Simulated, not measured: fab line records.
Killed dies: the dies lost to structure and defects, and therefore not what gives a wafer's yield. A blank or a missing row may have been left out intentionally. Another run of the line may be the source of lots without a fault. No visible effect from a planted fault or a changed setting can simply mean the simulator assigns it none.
Split-lot trial | flow gf180mcu | on a route of 602 steps: 5 lots, 23 wafers read

THE SPLIT ITSELF
At GF_NSD_COAT_02 (resist thk 1000 nm), the setting spin-rpm was moved away from the recipe's 3000 rpm on 7 of the 23 wafers read, by -6.4% to -3.7%. For the rest of the wafers, this setting stayed at what the recipe calls for.

Reading taken at the split's own step.

THE READING
NOVOLAK_of_NSD_COAT_02.thk-nm (the simulator's own value, which no gauge read), in nm, at GF_NSD_COAT_02 (resist thk 1000 nm). No usual value for it is given in the file. Average 999.9 nm, standard deviation 2.4 nm, over the 16 wafers here run with the recipe.

wafer  | tool, chamber at the split | spin-rpm as run, rpm | against the recipe | NOVOLAK_of_NSD_COAT_02.thk-nm, nm | against lot-mates on the recipe
L079.1 | litho-track-02, 0          | 2807                 | -6.4%              | 1032                              | +31.0
L079.3 | litho-track-02, 0          | 3000                 | recipe             | 1000                              | -
L079.4 | litho-track-02, 0          | 3000                 | recipe             | 1000                              | -
L079.5 | litho-track-02, 0          | 2807                 | -6.4%              | 1033                              | +32.0
L079.6 | litho-track-02, 0          | 3000                 | recipe             | 1003                              | -
L081.1 | litho-track-04, 0          | 2889                 | -3.7%              | 1018                              | +17.4
L081.6 | litho-track-04, 0          | 2889                 | -3.7%              | 1018                              | +17.4
L081.2 | litho-track-04, 0          | 3000                 | recipe             | 1002                              | -
L081.3 | litho-track-04, 0          | 3000                 | recipe             | 1001                              | -
L081.5 | litho-track-04, 0          | 3000                 | recipe             | 998.7                             | -
L080.1 | litho-track-01, 0          | 2880                 | -4.0%              | 1016                              | +18.6
L080.2 | litho-track-01, 0          | 2880                 | -4.0%              | 1017                              | +19.6
L080.5 | litho-track-01, 0          | 2880                 | -4.0%              | 1017                              | +19.6
L080.3 | litho-track-01, 0          | 3000                 | recipe             | 997.6                             | -
L080.4 | litho-track-01, 0          | 3000                 | recipe             | 997.2                             | -
L082.1 | litho-track-02, 0          | 3000                 | recipe             | 998.8                             | -
L082.5 | litho-track-02, 0          | 3000                 | recipe             | 998.8                             | -
L082.2 | litho-track-02, 0          | 3000                 | recipe             | 997.5                             | -
L082.3 | litho-track-02, 0          | 3000                 | recipe             | 997.7                             | -
L082.4 | litho-track-02, 0          | 3000                 | recipe             | 996.8                             | -
L085.3 | litho-track-04, 0          | 3000                 | recipe             | 1002                              | -
L085.4 | litho-track-04, 0          | 3000                 | recipe             | 1004                              | -
L085.6 | litho-track-04, 0          | 3000                 | recipe             | 1004                              | -

FIT RESULTS
A straight line over all 23 wafers: NOVOLAK_of_NSD_COAT_02.thk-nm changes by -4.79 nm for each +1% of spin-rpm; r = -0.98; the points scatter about the line by 2.3 nm.
The same after taking each lot's own level away (the mean of its wafers on the recipe; 23 wafers): -4.85 nm for each +1%; r = -1.00; scatter 0.96 nm.
The reading moves by 31 nm for the largest change in spin-rpm, on that fit.
The lots' own levels span 997.40 to 1003.33 nm, that is 2.5 times the standard deviation above.
Consequently the slope shifts little with the lot-to-lot level, the two slopes agreeing.
Check: +31.2 nm against its lot-mates is what the line predicts for one of the wafers moved furthest among these (-6.4%) when that wafer is left out of the fit. Against them it came out at +31 nm.

THESE WAFERS: OTHER SPLITS
Before the reading, these wafers also passed through other splits. Each is held against what the fit with the lots' levels taken away leaves over:
other split on the same wafers      | wafers away from the commonest value | r with NOVOLAK_of_NSD_COAT_02.thk-nm (lot level and that fit taken away)
GF_HV_LDD_DEVELOP_30 develop-time-s | 4                                    | -0.25
GF_HV_LDD_COAT_41 spin-rpm          | 7                                    | -0.04
GF_HV_LDD_SOFTBAKE_42 temp-c        | 9                                    | -0.02

THE WHOLE CHAIN: every reading that the file lists as answering this split, in the file's order
step            | what it does       | reading                                                                        | change (the file's fit)                                                                | r (the file's)
GF_NSD_COAT_02  | resist thk 1000 nm | NOVOLAK_of_NSD_COAT_02.thk-nm (the simulator's own value, which no gauge read) | -4.82 nm for each +1% of the setting                                                   | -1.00
GF_NSD_STRIP_11 | strips in O2/N2    | strip-time-to-endpoint-s                                                       | withheld for each +1% of the setting, in a fit together with energy-kev@NSD_IMPLANT_09 | 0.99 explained

FILE'S OWN FIT
NOVOLAK_of_NSD_COAT_02.thk-nm changes by -4.82 nm for each +1% of spin-rpm, r = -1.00.
